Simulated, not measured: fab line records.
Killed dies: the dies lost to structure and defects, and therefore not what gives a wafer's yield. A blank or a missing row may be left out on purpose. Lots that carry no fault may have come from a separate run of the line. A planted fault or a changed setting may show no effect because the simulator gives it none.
Which tool was responsible? -- flow gf180mcu -- Sampling: 24 lots, 72 wafers, 6 of 602 route steps

== WHAT THE GAUGES READ, wafer by wafer ==
GF_V3_RS_MEAS_24: measures by four-point-probe. Usual: V3_W_RS typically reads 0.330 ohm/sq, with standard deviation 0.0043.
lot,measured,on,V3_W_RS (ohm/sq),flag
L074,day 22 01:09,filmMetro-03,0.327 0.328 0.325,
L075,day 23 09:08,filmMetro-04,0.328 0.330 0.327,
L076,day 23 16:26,filmMetro-04,0.328 0.338 0.334,
L077,day 23 19:54,filmMetro-04,0.334 0.332 0.333,
L078,day 24 02:20,filmMetro-02,0.333 0.330 0.336,
L079,day 24 07:53,filmMetro-04,0.333 0.332 0.336,
L080,day 24 15:11,filmMetro-02,0.328 0.325 0.324,
L081,day 25 03:08,filmMetro-02,0.331 0.328 0.332,
L083,day 25 20:34,filmMetro-04,0.328 0.329 0.323,
L082,day 25 21:59,filmMetro-04,0.338 0.336 0.329,
L084,day 25 23:56,filmMetro-03,0.324 0.320 0.324,
L085,day 26 09:05,filmMetro-03,0.328 0.335 0.331,
L086,day 26 10:53,filmMetro-02,0.325 0.332 0.324,
L087,day 27 02:37,filmMetro-04,0.334 0.328 0.338,
L088,day 27 08:21,filmMetro-03,0.337 0.331 0.335,
L089,day 27 17:04,filmMetro-02,0.334 0.331 0.335,
L090,day 27 17:10,filmMetro-04,0.330 0.328 0.326,
L091,day 28 06:42,filmMetro-03,0.330 0.333 0.333,
L092,day 28 20:07,filmMetro-02,0.325 0.323 0.324,
L093,day 28 23:43,filmMetro-02,0.326 0.327 0.323,
L094,day 29 04:40,filmMetro-04,0.328 0.327 0.326,
L095,day 29 09:23,filmMetro-04,0.326 0.329 0.332,
L096,day 29 11:36,filmMetro-02,0.326 0.328 0.331,
L097,day 29 15:30,filmMetro-02,0.335 0.333 0.334,

GF_V4_THK_MEAS_03. Usual: V4_CVD_02_THK typically reads 851 nm, with standard deviation 13.
lot,measured,on,V4_CVD_02_THK (nm),flag
L074,day 23 01:56,filmMetro-03,861 873 869,
L075,day 24 09:01,filmMetro-03,839 831 854,
L076,day 24 16:01,filmMetro-01,827 832 836,
L077,day 24 19:33,filmMetro-02,834 839 845,
L078,day 25 01:41,filmMetro-01,853 836 849,
L079,day 25 07:16,filmMetro-02,850 843 852,
L080,day 25 14:48,filmMetro-02,851 846 858,
L081,day 26 02:30,filmMetro-03,838 852 864,
L083,day 26 18:41,filmMetro-02,843 848 855,
L082,day 26 20:02,filmMetro-03,836 832 837,
L084,day 26 22:05,filmMetro-03,849 858 850,
L085,day 27 07:13,filmMetro-02,834 824 841,
L086,day 27 08:45,filmMetro-02,852 871 885,
L087,day 27 23:54,filmMetro-02,832 846 859,
L088,day 28 05:38,filmMetro-01,858 841 859,
L089,day 28 13:40,filmMetro-03,850 844 848,
L090,day 28 14:16,filmMetro-02,839 860 854,
L091,day 29 03:19,filmMetro-01,847 881 871,
L092,day 29 16:29,filmMetro-01,850 852 862,
L093,day 29 20:07,filmMetro-01,859 867 852,
L094,day 30 01:17,filmMetro-02,858 872 863,
L095,day 30 06:05,filmMetro-02,855 860 865,
L096,day 30 08:04,filmMetro-03,853 877 856,
L097,day 30 11:56,filmMetro-01,846 858 866,

GF_TOP_METAL_CD_MEAS_14 targets a cd of 440 nm. Usual: cdNm at 440.0 nm, with a standard deviation of 2.6.
lot,measured,on,cdNm (nm),flag
L074,day 27 18:14,cdSem-02,443.4 441.8 442.5,
L075,day 28 21:23,cdSem-02,437.2 438.7 439.0,
L076,day 29 04:10,cdSem-01,442.7 440.7 443.5,
L077,day 29 06:56,cdSem-02,441.4 440.9 441.5,
L078,day 29 13:31,cdSem-01,442.9 444.7 443.6,
L079,day 29 17:13,cdSem-01,438.6 440.2 438.0,
L080,day 29 23:31,cdSem-02,436.0 436.7 436.6,
L081,day 30 11:23,cdSem-01,437.7 438.2 435.9,
L083,day 30 22:28,cdSem-02,440.4 440.2 441.4,
L082,day 31 01:32,cdSem-01,440.6 441.5 438.1,
L084,day 31 03:50,cdSem-02,444.0 443.5 442.5,
L085,day 31 12:34,cdSem-01,445.0 441.9 444.1,
L086,day 31 12:40,cdSem-02,441.1 442.5 443.2,
L087,day 32 01:55,cdSem-02,442.8 440.4 440.0,
L088,day 32 06:02,cdSem-02,440.7 437.5 439.7,
L089,day 32 13:45,cdSem-02,442.7 440.4 440.3,
L090,day 32 15:34,cdSem-01,440.5 440.5 442.0,
L091,day 33 01:25,cdSem-02,437.5 437.1 438.9,
L092,day 33 13:19,cdSem-02,434.4 434.6 433.2,
L093,day 33 14:33,cdSem-02,439.5 436.8 436.8,
L094,day 33 17:47,cdSem-02,440.5 440.3 440.6,
L095,day 34 00:37,cdSem-02,440.0 439.3 437.3,
L096,day 34 01:08,cdSem-01,439.8 438.8 438.2,
L097,day 34 03:56,cdSem-01,439.8 440.9 439.2,

== TOOL THAT RAN EACH LOT (tool first, then ch and the chambers of the sampled wafers, then the start) ==
lot,GF_M4_SPUTTER_04,GF_V4_STRIP_18,GF_MIM_SPUTTER_07
L074,"pvdSputter-02, day 22 01:45","plasmaAsher-03 ch 0,1, day 24 01:11","pvdSputter-04, day 24 02:49"
L075,"pvdSputter-03, day 23 09:47","plasmaAsher-04 ch 1, day 25 07:36","pvdSputter-01, day 25 09:09"
L076,"pvdSputter-03, day 23 17:05","plasmaAsher-03 ch 0,1, day 25 14:53","pvdSputter-04, day 25 16:27"
L077,"pvdSputter-02, day 23 20:32","plasmaAsher-03 ch 0,1, day 25 18:00","pvdSputter-03, day 25 19:58"
L078,"pvdSputter-02, day 24 03:01","plasmaAsher-03 ch 0,1, day 26 00:43","pvdSputter-03, day 26 02:17"
L079,"pvdSputter-03, day 24 08:32","plasmaAsher-01 ch 0,1, day 26 04:53","pvdSputter-03, day 26 06:25"
L080,"pvdSputter-03, day 24 15:51","plasmaAsher-04 ch 1, day 26 11:47","pvdSputter-03, day 26 13:23"
L081,"pvdSputter-03, day 25 03:46","plasmaAsher-01 ch 0,1, day 26 23:49","pvdSputter-03, day 27 01:21"
L083,"pvdSputter-03, day 25 21:13","plasmaAsher-03 ch 0,1, day 27 15:26","pvdSputter-03, day 27 16:59"
L082,"pvdSputter-02, day 25 22:40","plasmaAsher-04 ch 0,1, day 27 16:30","pvdSputter-01, day 27 18:08"
L084,"pvdSputter-02, day 26 00:35","plasmaAsher-03 ch 0,1, day 27 18:47","pvdSputter-01, day 27 20:17"
L085,"pvdSputter-02, day 26 09:46","plasmaAsher-04 ch 0,1, day 28 04:08","pvdSputter-01, day 28 05:40"
L086,"pvdSputter-03, day 26 11:32","plasmaAsher-03 ch 0,1, day 28 05:15","pvdSputter-04, day 28 06:55"
L087,"pvdSputter-02, day 27 03:17","plasmaAsher-03 ch 0,1, day 28 20:05","pvdSputter-01, day 28 21:45"
L088,"pvdSputter-03, day 27 09:01","plasmaAsher-03 ch 0,1, day 29 01:51","pvdSputter-03, day 29 03:24"
L089,"pvdSputter-01, day 27 17:41","plasmaAsher-04 ch 0,1, day 29 09:02","pvdSputter-01, day 29 10:39"
L090,"pvdSputter-02, day 27 17:49","plasmaAsher-04 ch 0,1, day 29 09:50","pvdSputter-04, day 29 11:25"
L091,"pvdSputter-01, day 28 07:22","plasmaAsher-04 ch 0,1, day 29 22:59","pvdSputter-04, day 30 00:40"
L092,"pvdSputter-02, day 28 20:45","plasmaAsher-03 ch 0, day 30 12:03","pvdSputter-04, day 30 13:44"
L093,"pvdSputter-01, day 29 00:20","plasmaAsher-01 ch 0,1, day 30 15:34","pvdSputter-04, day 30 17:06"
L094,"pvdSputter-02, day 29 05:17","plasmaAsher-01 ch 0,1, day 30 20:01","pvdSputter-01, day 30 21:31"
L095,"pvdSputter-01, day 29 10:03","plasmaAsher-04 ch 0,1, day 31 01:02","pvdSputter-03, day 31 02:44"
L096,"pvdSputter-01, day 29 12:16","plasmaAsher-03 ch 0,1, day 31 02:44","pvdSputter-03, day 31 04:17"
L097,"pvdSputter-02, day 29 16:08","plasmaAsher-01 ch 0,1, day 31 06:29","pvdSputter-01, day 31 08:07"
- GF_M4_SPUTTER_04: material TiN, target thk 50 nm, time 41.7 s.
- GF_V4_STRIP_18: strips in O2/N2.
- GF_MIM_SPUTTER_07: material TiN, target thk 60 nm, time 50 s.

== AS READ BY THE TOOLS THEMSELVES (means over the sampled wafers that have a number; for cases with no such wafer, the mark the record gives instead) ==
GF_M4_SPUTTER_04. Usual: throttleValvePct at 30.0 %, with a standard deviation of 0.93.
lot,tool,throttleValvePct (%),flag
L074,pvdSputter-02,30.7,
L075,pvdSputter-03,30.1,
L076,pvdSputter-03,29.5,
L077,pvdSputter-02,30.7,
L078,pvdSputter-02,29.7,
L079,pvdSputter-03,30.2,
L080,pvdSputter-03,30.0,
L081,pvdSputter-03,29.3,
L083,pvdSputter-03,29.2,
L082,pvdSputter-02,30.1,
L084,pvdSputter-02,29.0,
L085,pvdSputter-02,29.1,
L086,pvdSputter-03,29.1,
L087,pvdSputter-02,29.7,
L088,pvdSputter-03,30.0,
L089,pvdSputter-01,30.4,
L090,pvdSputter-02,30.1,
L091,pvdSputter-01,30.4,
L092,pvdSputter-02,29.9,
L093,pvdSputter-01,30.4,
L094,pvdSputter-02,30.6,
L095,pvdSputter-01,30.3,
L096,pvdSputter-01,30.2,
L097,pvdSputter-02,30.8,

GF_V4_STRIP_18. Usual: drypumpMotorCurrentA 5.9 A, standard deviation 0.52; heaterPowerW 337 W, standard deviation 28; oesProductAu 0.593 a.u., standard deviation 0.0052.
lot,tool,drypumpMotorCurrentA (A),heaterPowerW (W),oesProductAu (a.u.),flag
L074,plasmaAsher-03,6.2,360,0.590,
L075,plasmaAsher-04,5.6,307,0.593,
L076,plasmaAsher-03,6.2,363,0.591,
L077,plasmaAsher-03,6.5,357,0.588,
L078,plasmaAsher-03,6.5,353,0.600,
L079,plasmaAsher-01,5.9,306,0.589,
L080,plasmaAsher-04,5.6,306,0.591,
L081,plasmaAsher-01,5.9,309,0.590,
L083,plasmaAsher-03,6.2,363,0.599,
L082,plasmaAsher-04,5.3,317,0.591,
L084,plasmaAsher-03,6.4,358,0.590,
L085,plasmaAsher-04,5.3,321,0.597,
L086,plasmaAsher-03,6.2,361,0.592,
L087,plasmaAsher-03,6.2,361,0.593,
L088,plasmaAsher-03,6.5,358,0.599,
L089,plasmaAsher-04,5.4,311,0.595,
L090,plasmaAsher-04,5.3,319,0.591,
L091,plasmaAsher-04,5.3,319,0.594,
L092,plasmaAsher-03,6.7,358,0.594,
L093,plasmaAsher-01,5.7,330,0.596,
L094,plasmaAsher-01,5.7,334,0.589,
L095,plasmaAsher-04,5.5,314,0.590,
L096,plasmaAsher-03,6.2,363,0.597,
L097,plasmaAsher-01,5.7,330,0.597,

GF_MIM_SPUTTER_07. Usual: throttleValvePct at 30.1 %, with a standard deviation of 0.63.
lot,tool,throttleValvePct (%),flag
L074,pvdSputter-04,30.4,
L075,pvdSputter-01,30.2,
L076,pvdSputter-04,30.5,
L077,pvdSputter-03,30.3,
L078,pvdSputter-03,30.2,
L079,pvdSputter-03,30.2,
L080,pvdSputter-03,29.7,
L081,pvdSputter-03,30.1,
L083,pvdSputter-03,29.7,
L082,pvdSputter-01,30.1,
L084,pvdSputter-01,30.5,
L085,pvdSputter-01,30.3,
L086,pvdSputter-04,30.9,
L087,pvdSputter-01,30.3,
L088,pvdSputter-03,30.2,
L089,pvdSputter-01,30.1,
L090,pvdSputter-04,29.8,
L091,pvdSputter-04,29.7,
L092,pvdSputter-04,30.2,
L093,pvdSputter-04,29.9,
L094,pvdSputter-01,30.1,
L095,pvdSputter-03,30.1,
L096,pvdSputter-03,29.2,
L097,pvdSputter-01,30.3,

== THE ANSWER, worked out from the rows above alone ==
Rule: lot off if the mean of its wafers having a number is beyond 3 standard deviations from the usual mean. Also off: a lot with no number at a reading for which 4 or more lots have one. The other lots that the step has rows for count as sound. After the gauges, taken in route order, come the tools' own readings; for these a lot's mean is taken, as printed above. At the first step where some lot is off, the reading lying furthest off is the one used; lots without a number count as furthest.
None of the lots is off at any reading shown; this tells nothing.

== WHAT THE SIMULATOR HAD INSERTED ==
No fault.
